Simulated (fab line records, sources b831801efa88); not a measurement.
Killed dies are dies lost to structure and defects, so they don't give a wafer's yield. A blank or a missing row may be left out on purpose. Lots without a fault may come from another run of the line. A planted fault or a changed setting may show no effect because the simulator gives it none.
A sampling plan put to the test | flow sky130 | one fab line, 58 faults that these records tell of, each judged on the records of the lots that it struck
The plan is the line's own looks: the steps of the route at which a gauge or an inspection reads the wafer and doesn't change it. A look can be judged if struck wafers have a number there and the file gives its usual mean and standard deviation on fault-free wafers. Caught: at a look after the fault's first step, the mean of the struck wafers lies 4 or more of those standard deviations (sigma) from the usual mean. On the tool: the same test on the tool's own readings at the fault's steps. Another recipe on the struck wafers, or a record that is blank for them alone, also counts as caught.

THE FAULTS, as the simulator had put them in
1. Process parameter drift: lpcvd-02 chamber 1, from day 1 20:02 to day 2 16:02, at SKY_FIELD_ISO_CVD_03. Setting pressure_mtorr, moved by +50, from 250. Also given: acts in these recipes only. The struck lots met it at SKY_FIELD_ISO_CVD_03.
2. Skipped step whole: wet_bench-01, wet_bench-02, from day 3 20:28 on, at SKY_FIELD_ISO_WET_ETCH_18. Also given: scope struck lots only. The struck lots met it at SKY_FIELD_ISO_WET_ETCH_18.
3. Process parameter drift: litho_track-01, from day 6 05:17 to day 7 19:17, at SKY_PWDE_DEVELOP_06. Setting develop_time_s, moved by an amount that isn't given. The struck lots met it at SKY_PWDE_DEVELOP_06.
4. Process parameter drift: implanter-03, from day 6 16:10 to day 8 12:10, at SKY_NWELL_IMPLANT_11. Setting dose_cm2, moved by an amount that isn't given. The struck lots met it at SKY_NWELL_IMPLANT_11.
5. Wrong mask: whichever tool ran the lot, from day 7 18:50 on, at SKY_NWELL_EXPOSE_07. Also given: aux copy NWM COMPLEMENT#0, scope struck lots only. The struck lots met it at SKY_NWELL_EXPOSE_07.
6. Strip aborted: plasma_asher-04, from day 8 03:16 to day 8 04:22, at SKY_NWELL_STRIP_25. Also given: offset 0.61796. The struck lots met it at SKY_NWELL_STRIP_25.
7. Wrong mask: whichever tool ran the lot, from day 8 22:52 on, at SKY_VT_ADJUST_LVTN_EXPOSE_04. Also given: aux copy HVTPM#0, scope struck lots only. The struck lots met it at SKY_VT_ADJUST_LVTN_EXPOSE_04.
8. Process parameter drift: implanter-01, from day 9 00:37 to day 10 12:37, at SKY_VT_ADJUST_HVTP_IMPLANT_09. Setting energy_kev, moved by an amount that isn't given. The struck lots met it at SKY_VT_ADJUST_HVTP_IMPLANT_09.
9. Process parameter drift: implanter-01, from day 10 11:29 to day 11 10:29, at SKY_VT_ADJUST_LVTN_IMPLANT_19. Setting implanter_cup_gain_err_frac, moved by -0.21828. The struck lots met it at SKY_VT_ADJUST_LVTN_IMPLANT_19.
10. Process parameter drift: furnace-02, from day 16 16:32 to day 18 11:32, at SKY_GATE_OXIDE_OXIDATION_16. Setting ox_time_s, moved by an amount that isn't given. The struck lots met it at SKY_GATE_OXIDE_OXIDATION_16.
11. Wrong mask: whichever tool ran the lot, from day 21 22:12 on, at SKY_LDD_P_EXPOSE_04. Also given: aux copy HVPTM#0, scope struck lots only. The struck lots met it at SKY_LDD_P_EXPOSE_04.
12. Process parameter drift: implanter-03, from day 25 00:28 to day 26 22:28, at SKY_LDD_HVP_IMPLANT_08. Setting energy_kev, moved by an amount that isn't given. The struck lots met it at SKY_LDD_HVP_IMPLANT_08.
13. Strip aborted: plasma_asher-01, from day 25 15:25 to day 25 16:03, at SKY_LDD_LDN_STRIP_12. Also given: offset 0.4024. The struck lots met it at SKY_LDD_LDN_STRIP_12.
14. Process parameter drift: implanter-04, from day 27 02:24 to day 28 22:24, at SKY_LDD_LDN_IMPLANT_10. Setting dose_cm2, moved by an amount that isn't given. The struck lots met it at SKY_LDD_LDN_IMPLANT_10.
15. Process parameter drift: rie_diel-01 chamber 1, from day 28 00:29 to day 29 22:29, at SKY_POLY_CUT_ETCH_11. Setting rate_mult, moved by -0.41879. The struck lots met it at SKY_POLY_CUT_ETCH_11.
16. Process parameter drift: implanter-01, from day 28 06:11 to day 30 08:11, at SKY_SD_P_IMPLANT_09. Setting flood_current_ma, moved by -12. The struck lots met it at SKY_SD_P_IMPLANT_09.
17. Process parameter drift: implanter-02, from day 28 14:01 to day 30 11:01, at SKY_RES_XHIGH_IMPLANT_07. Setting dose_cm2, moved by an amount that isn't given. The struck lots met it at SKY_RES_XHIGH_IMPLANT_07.
18. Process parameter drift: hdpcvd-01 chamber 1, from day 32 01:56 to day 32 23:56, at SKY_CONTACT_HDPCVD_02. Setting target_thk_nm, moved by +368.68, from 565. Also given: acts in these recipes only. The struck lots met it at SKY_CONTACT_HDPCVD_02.
19. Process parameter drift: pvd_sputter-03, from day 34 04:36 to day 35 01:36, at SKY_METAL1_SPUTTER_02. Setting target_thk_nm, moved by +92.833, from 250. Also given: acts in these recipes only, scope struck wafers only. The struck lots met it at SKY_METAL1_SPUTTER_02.
20. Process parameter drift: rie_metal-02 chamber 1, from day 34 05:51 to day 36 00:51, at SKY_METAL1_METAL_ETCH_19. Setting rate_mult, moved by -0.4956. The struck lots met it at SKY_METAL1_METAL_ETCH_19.
21. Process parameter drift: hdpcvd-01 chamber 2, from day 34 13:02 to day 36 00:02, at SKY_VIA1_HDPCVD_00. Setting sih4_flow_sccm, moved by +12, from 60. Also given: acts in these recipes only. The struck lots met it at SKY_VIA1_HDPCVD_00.
22. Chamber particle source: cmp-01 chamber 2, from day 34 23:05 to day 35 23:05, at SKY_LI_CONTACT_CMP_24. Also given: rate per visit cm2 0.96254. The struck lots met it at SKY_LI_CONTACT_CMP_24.
23. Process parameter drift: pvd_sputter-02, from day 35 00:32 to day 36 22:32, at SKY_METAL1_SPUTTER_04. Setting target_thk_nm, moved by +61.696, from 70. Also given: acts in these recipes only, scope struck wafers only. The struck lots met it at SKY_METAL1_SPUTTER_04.
24. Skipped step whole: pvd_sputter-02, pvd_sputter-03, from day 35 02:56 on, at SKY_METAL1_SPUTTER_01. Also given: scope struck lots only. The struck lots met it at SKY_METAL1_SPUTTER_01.
25. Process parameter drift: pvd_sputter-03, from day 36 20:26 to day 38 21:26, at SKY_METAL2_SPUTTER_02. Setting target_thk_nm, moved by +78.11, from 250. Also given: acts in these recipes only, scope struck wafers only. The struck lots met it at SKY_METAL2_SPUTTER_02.
26. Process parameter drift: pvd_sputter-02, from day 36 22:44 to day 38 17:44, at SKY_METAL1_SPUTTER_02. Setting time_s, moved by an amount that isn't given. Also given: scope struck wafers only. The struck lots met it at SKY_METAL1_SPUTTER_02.
27. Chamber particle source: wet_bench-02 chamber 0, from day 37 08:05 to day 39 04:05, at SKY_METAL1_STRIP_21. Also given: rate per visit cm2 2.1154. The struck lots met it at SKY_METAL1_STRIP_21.
28. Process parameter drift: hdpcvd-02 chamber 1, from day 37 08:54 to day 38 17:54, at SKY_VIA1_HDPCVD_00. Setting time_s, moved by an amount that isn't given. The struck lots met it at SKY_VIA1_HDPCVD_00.
29. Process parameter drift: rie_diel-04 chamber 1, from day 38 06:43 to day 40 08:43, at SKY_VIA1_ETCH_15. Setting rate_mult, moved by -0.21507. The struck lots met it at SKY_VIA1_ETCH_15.
30. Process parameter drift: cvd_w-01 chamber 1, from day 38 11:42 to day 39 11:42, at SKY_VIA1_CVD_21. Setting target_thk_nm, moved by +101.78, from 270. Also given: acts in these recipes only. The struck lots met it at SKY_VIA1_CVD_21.
31. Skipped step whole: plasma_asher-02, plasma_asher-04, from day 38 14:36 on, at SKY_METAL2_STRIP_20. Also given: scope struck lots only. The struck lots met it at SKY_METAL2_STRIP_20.
32. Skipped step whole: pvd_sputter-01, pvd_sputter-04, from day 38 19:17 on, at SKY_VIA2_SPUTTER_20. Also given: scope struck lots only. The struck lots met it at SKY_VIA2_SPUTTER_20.
33. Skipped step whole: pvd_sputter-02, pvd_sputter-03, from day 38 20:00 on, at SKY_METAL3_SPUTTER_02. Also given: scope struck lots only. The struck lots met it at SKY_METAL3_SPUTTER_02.
34. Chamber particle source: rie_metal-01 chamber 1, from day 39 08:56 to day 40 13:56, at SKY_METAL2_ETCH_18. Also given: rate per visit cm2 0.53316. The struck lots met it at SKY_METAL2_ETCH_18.
35. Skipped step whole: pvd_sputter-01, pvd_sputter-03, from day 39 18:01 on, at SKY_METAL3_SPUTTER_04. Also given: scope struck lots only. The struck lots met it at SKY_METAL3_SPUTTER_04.
36. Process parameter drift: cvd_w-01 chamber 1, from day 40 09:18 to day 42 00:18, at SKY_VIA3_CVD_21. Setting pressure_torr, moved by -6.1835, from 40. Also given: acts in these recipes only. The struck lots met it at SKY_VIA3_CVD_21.
37. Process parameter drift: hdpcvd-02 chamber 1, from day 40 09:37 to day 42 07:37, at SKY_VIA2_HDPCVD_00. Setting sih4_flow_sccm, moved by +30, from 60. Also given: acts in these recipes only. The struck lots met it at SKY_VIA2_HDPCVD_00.
38. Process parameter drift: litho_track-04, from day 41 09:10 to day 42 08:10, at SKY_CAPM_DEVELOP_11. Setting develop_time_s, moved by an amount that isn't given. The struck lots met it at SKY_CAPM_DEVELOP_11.
39. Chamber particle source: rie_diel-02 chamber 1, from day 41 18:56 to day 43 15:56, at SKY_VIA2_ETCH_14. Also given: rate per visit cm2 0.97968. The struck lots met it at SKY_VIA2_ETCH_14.
40. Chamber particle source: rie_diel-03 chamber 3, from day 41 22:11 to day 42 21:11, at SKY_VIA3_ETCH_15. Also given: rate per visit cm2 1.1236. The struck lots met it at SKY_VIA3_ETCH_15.
41. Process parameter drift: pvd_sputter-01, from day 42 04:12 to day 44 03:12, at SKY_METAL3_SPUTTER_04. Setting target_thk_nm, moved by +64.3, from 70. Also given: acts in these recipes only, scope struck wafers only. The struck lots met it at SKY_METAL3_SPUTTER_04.
42. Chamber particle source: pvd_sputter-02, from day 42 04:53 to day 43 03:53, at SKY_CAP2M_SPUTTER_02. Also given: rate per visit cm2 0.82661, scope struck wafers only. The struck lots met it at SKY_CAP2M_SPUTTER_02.
43. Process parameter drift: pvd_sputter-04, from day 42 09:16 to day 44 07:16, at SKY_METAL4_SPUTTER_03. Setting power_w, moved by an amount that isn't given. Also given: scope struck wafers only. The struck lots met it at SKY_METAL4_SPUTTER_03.
44. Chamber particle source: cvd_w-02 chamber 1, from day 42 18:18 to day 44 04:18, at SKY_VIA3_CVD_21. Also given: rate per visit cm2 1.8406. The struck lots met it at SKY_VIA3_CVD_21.
45. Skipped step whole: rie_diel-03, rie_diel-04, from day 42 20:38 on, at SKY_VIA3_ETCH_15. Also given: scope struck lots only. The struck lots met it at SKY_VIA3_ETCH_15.
46. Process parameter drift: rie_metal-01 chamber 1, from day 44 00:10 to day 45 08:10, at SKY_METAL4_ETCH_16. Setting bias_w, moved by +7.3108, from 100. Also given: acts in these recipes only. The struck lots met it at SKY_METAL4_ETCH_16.
47. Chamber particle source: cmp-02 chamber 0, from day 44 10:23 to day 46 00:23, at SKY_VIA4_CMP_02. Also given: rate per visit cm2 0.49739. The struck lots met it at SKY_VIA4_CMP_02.
48. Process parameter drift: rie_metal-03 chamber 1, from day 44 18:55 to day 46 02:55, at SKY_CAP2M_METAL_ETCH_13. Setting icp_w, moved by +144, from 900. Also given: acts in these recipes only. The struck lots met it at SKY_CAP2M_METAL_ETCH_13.
49. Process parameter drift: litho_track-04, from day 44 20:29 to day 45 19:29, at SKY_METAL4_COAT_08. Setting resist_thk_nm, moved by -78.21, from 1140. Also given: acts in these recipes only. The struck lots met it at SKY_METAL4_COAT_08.
50. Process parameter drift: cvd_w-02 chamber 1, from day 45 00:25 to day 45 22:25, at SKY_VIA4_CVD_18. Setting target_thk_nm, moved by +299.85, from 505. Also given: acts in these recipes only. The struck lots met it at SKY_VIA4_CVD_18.
51. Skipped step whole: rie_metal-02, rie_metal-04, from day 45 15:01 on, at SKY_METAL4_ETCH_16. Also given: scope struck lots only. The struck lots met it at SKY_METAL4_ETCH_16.
52. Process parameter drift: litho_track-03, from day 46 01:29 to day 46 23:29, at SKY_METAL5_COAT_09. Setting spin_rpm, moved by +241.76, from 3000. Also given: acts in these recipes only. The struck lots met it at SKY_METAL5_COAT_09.
53. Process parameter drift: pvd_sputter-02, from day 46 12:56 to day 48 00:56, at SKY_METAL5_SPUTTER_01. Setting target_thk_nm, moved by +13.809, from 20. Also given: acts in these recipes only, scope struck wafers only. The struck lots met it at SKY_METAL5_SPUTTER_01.
54. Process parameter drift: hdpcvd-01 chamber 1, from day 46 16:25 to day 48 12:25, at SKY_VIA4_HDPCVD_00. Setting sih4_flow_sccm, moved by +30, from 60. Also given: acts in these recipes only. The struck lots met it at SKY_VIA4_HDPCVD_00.
55. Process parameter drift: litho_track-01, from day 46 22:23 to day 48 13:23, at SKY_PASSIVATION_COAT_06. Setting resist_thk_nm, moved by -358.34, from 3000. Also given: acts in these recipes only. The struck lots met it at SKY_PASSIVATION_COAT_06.
56. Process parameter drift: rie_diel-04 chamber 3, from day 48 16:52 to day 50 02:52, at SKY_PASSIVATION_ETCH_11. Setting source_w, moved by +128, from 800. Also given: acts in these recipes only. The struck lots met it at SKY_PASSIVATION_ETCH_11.
57. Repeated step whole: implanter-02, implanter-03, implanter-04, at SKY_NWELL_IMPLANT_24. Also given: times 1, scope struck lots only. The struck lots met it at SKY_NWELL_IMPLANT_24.
58. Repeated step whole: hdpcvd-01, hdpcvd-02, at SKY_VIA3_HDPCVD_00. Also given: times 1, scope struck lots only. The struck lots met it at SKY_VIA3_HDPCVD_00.

WHAT THE PLAN SAW
fault | on the tool itself                               | first look that catches it                      | reading, sigma                                                      | median hours from its first step to that look | hours from the fault's start to the first struck lot there | judged looks passed uncaught
1     | pressure_mtorr +99 or beyond sigma               | SKY_FIELD_ISO_THK_MEAS_04                       | FIELD_ISO_CVD_03_THK +7.3                                           | 1.8                                           | 4                                                          | 0
2     | no reading that can be judged                    | no look after it can be judged                  | -                                                                   | -                                             | -                                                          | 0
3     | no reading that can be judged                    | not the one look that can be judged after it    | -                                                                   | -                                             | -                                                          | 1
4     | dose_ions_cm2 +99 or beyond sigma                | SKY_NWELL_TW_MEAS_15                            | NWELL_TW +24                                                        | 0.5                                           | 7                                                          | 0
5     | under 2 sigma                                    | SKY_NWELL_TW_MEAS_15                            | NWELL_TW -99 or beyond                                              | 11.2                                          | 13                                                         | 0
6     | oes_product_au +47 sigma                         | SKY_VT_ADJUST_HVTP_TW_MEAS_11                   | VT_ADJUST_HVTP_TW -99 or beyond                                     | 21.8                                          | 23                                                         | 1
7     | under 2 sigma                                    | SKY_VT_ADJUST_LVTN_TW_MEAS_10                   | VT_ADJUST_LVTN_TW -99 or beyond                                     | 10.6                                          | 14                                                         | 0
8     | beam_energy_keV -99 or beyond sigma              | not the one look that can be judged after it    | strongest: VT_ADJUST_HVTP_TW at SKY_VT_ADJUST_HVTP_TW_MEAS_11, -3.1 | -                                             | -                                                          | 1
9     | beam_on_s +11 sigma                              | SKY_VT_ADJUST_LVTN_TW_MEAS_21                   | VT_ADJUST_LVTN_2_TW +11                                             | 0.2                                           | 8                                                          | 0
10    | under 2 sigma                                    | no look after it can be judged                  | -                                                                   | -                                             | -                                                          | 0
11    | no reading that can be judged                    | SKY_LDD_P_TW_MEAS_11                            | LDD_P_TW -99 or beyond                                              | 16.7                                          | 21                                                         | 0
12    | beam_energy_keV +99 or beyond sigma              | SKY_LDD_HVP_TW_MEAS_10                          | LDD_HVP_TW +5.0                                                     | 0.2                                           | 15                                                         | 0
13    | oes_product_au +48 sigma                         | no look after it can be judged                  | -                                                                   | -                                             | -                                                          | 0
14    | dose_ions_cm2 +99 or beyond sigma                | SKY_LDD_LDN_TW_MEAS_13                          | LDD_LDN_TW +4.0                                                     | 0.4                                           | 6                                                          | 0
15    | oes_product_au -12 sigma                         | no look after it can be judged                  | -                                                                   | -                                             | -                                                          | 0
16    | no reading that can be judged                    | none of the 6 looks that can be judged after it | -                                                                   | -                                             | -                                                          | 6
17    | dose_ions_cm2 -99 or beyond sigma                | SKY_RES_XHIGH_TW_MEAS_09                        | RES_XHIGH_TW -21                                                    | 0.2                                           | 21                                                         | 0
18    | no reading that can be judged                    | SKY_CONTACT_THK_MEAS_03                         | CONTACT_HDPCVD_THK +61                                              | 0.1                                           | 17                                                         | 0
19    | under 2 sigma                                    | SKY_METAL1_RS_MEAS_05                           | METAL1_ALCU_RS -24                                                  | 0.1                                           | 2                                                          | 0
20    | oes_product_au -28 sigma                         | no look after it can be judged                  | -                                                                   | -                                             | -                                                          | 0
21    | sih4_flow_sccm +66 sigma                         | SKY_VIA1_THK_MEAS_01                            | VIA1_HDPCVD_THK +19                                                 | 0.1                                           | 19                                                         | 0
22    | under 2 sigma                                    | not the one look that can be judged after it    | -                                                                   | -                                             | -                                                          | 1
23    | under 2 sigma                                    | SKY_METAL1_THK_MEAS_06                          | METAL1_ALCU_THK -8.7                                                | 3.0                                           | 8                                                          | 1
24    | the tool's record is blank for the struck wafers | no look after it can be judged                  | -                                                                   | -                                             | -                                                          | 0
25    | under 2 sigma                                    | SKY_METAL2_RS_MEAS_05                           | METAL2_ALCU_RS -28                                                  | 0.1                                           | 14                                                         | 0
26    | under 2 sigma                                    | SKY_METAL1_RS_MEAS_05                           | METAL1_ALCU_RS +28                                                  | 0.1                                           | 24                                                         | 0
27    | no reading that can be judged                    | no look after it can be judged                  | -                                                                   | -                                             | -                                                          | 0
28    | run_length_s +26 sigma                           | SKY_VIA1_THK_MEAS_01                            | VIA1_HDPCVD_THK +7.0                                                | 0.1                                           | 12                                                         | 0
29    | oes_product_au -21 sigma                         | no look after it can be judged                  | -                                                                   | -                                             | -                                                          | 0
30    | under 2 sigma                                    | SKY_VIA1_RS_MEAS_22                             | VIA1_W_RS -19                                                       | 0.1                                           | 12                                                         | 0
31    | the tool's record is blank for the struck wafers | no look after it can be judged                  | -                                                                   | -                                             | -                                                          | 0
32    | the tool's record is blank for the struck wafers | no look after it can be judged                  | -                                                                   | -                                             | -                                                          | 0
33    | the tool's record is blank for the struck wafers | no look after it can be judged                  | -                                                                   | -                                             | -                                                          | 0
34    | under 2 sigma                                    | no look after it can be judged                  | -                                                                   | -                                             | -                                                          | 0
35    | the tool's record is blank for the struck wafers | no look after it can be judged                  | -                                                                   | -                                             | -                                                          | 0
36    | chamber_pressure_Torr -74 sigma                  | SKY_VIA3_RS_MEAS_22                             | VIA3_W_RS +5.8                                                      | 0.1                                           | 5                                                          | 0
37    | sih4_flow_sccm +99 or beyond sigma               | SKY_VIA2_THK_MEAS_01                            | VIA2_HDPCVD_THK +48                                                 | 0.1                                           | 1                                                          | 0
38    | no reading that can be judged                    | not the one look that can be judged after it    | -                                                                   | -                                             | -                                                          | 1
39    | under 2 sigma                                    | no look after it can be judged                  | -                                                                   | -                                             | -                                                          | 0
40    | under 2 sigma                                    | no look after it can be judged                  | -                                                                   | -                                             | -                                                          | 0
41    | under 2 sigma                                    | no look after it can be judged                  | -                                                                   | -                                             | -                                                          | 0
42    | under 2 sigma                                    | no look after it can be judged                  | -                                                                   | -                                             | -                                                          | 0
43    | cathode_dc_power_W +99 or beyond sigma           | no look after it can be judged                  | -                                                                   | -                                             | -                                                          | 0
44    | under 2 sigma                                    | no look after it can be judged                  | -                                                                   | -                                             | -                                                          | 0
45    | the tool's record is blank for the struck wafers | no look after it can be judged                  | -                                                                   | -                                             | -                                                          | 0
46    | bias_w +26 sigma                                 | no look after it can be judged                  | -                                                                   | -                                             | -                                                          | 0
47    | under 2 sigma                                    | no look after it can be judged                  | -                                                                   | -                                             | -                                                          | 0
48    | rf_fwd_power_W +48 sigma                         | no look after it can be judged                  | -                                                                   | -                                             | -                                                          | 0
49    | under 2 sigma                                    | no look after it can be judged                  | -                                                                   | -                                             | -                                                          | 0
50    | under 2 sigma                                    | SKY_VIA4_RS_MEAS_19                             | VIA4_W_RS -32                                                       | 0.2                                           | 1                                                          | 0
51    | the tool's record is blank for the struck wafers | no look after it can be judged                  | -                                                                   | -                                             | -                                                          | 0
52    | spin_speed_rpm +99 or beyond sigma               | no look after it can be judged                  | -                                                                   | -                                             | -                                                          | 0
53    | under 2 sigma                                    | no look after it can be judged                  | -                                                                   | -                                             | -                                                          | 0
54    | sih4_flow_sccm +99 or beyond sigma               | SKY_VIA4_THK_MEAS_01                            | VIA4_HDPCVD_THK +54                                                 | 0.2                                           | 8                                                          | 0
55    | no reading that can be judged                    | no look after it can be judged                  | -                                                                   | -                                             | -                                                          | 0
56    | rf_fwd_power_W +51 sigma                         | no look after it can be judged                  | -                                                                   | -                                             | -                                                          | 0
57    | under 2 sigma                                    | SKY_NWELL_TW_MEAS_26                            | NWELL_2_TW +53                                                      | 0.6                                           | -                                                          | 0
58    | under 2 sigma                                    | SKY_VIA3_THK_MEAS_01                            | VIA3_HDPCVD_THK +95                                                 | 0.6                                           | -                                                          | 0
A dash: the fault isn't caught, or these records don't give the number.

Caught at a look: 24 of 58. Caught on the tool: 29 of 58. By one or the other: 41 of 58.
Caught on the tool alone: faults 8, 13, 15, 20, 24, 29, 31, 32, 33, 35, 43, 45, 46, 48, 51, 52, 56.
Caught at a look alone: faults 5, 7, 11, 18, 19, 23, 25, 26, 30, 50, 57, 58.
Caught by neither: faults 2, 3, 10, 16, 22, 27, 34, 38, 39, 40, 41, 42, 44, 47, 49, 53, 55.

THINNER SAMPLING
If the look that catches a fault measured only every second or every third lot, by lot number, the first struck lot would be measured this late in the worst case:
fault | struck lots at that look, in order of time | every lot | every second lot | every third lot
1     | L503                                       | 4 h       | may miss it      | may miss it
4     | L184, L188                                 | 7 h       | may miss all 2   | may miss all 2
5     | L951                                       | 13 h      | may miss it      | may miss it
6     | L101                                       | 23 h      | may miss it      | may miss it
7     | L810                                       | 14 h      | may miss it      | may miss it
9     | L433, L435                                 | 8 h       | may miss all 2   | may miss all 2
11    | L178                                       | 21 h      | may miss it      | may miss it
12    | L789, L790                                 | 15 h      | 27 h             | may miss all 2
14    | L321, L322                                 | 6 h       | 30 h             | may miss all 2
17    | L801, L802                                 | 21 h      | 26 h             | may miss all 2
18    | L361, L362                                 | 17 h      | 20 h             | may miss all 2
19    | L563, L564                                 | 2 h       | 7 h              | may miss all 2
21    | L669, L673                                 | 19 h      | may miss all 2   | may miss all 2
23    | L185, L188                                 | 8 h       | 44 h             | may miss all 2
25    | L988                                       | 14 h      | may miss it      | may miss it
26    | L833, L834                                 | 24 h      | 36 h             | may miss all 2
28    | L248, L251                                 | 12 h      | 18 h             | may miss all 2
30    | L419, L418                                 | 12 h      | 13 h             | may miss all 2
36    | L695, L698                                 | 5 h       | 38 h             | may miss all 2
37    | L637, L640                                 | 1 h       | 20 h             | may miss all 2
50    | L725, L731                                 | 1 h       | may miss all 2   | may miss all 2
54    | L311, L312                                 | 8 h       | 9 h              | may miss all 2
Hours are from the fault's start to the first struck lot that is measured. The limit of 4 sigma was tested on all struck wafers together, so one lot alone may lie under it. Other struck lots may not be in these records.

THE LONGEST TIMED WAY FROM STEP TO LOOK
Fault 6: a median of 21.8 hours passes between SKY_NWELL_STRIP_25 and SKY_VT_ADJUST_HVTP_TW_MEAS_11. The look between them that can be judged stayed within 4 sigma: SKY_VT_ADJUST_HVTP_CD_MEAS_07.
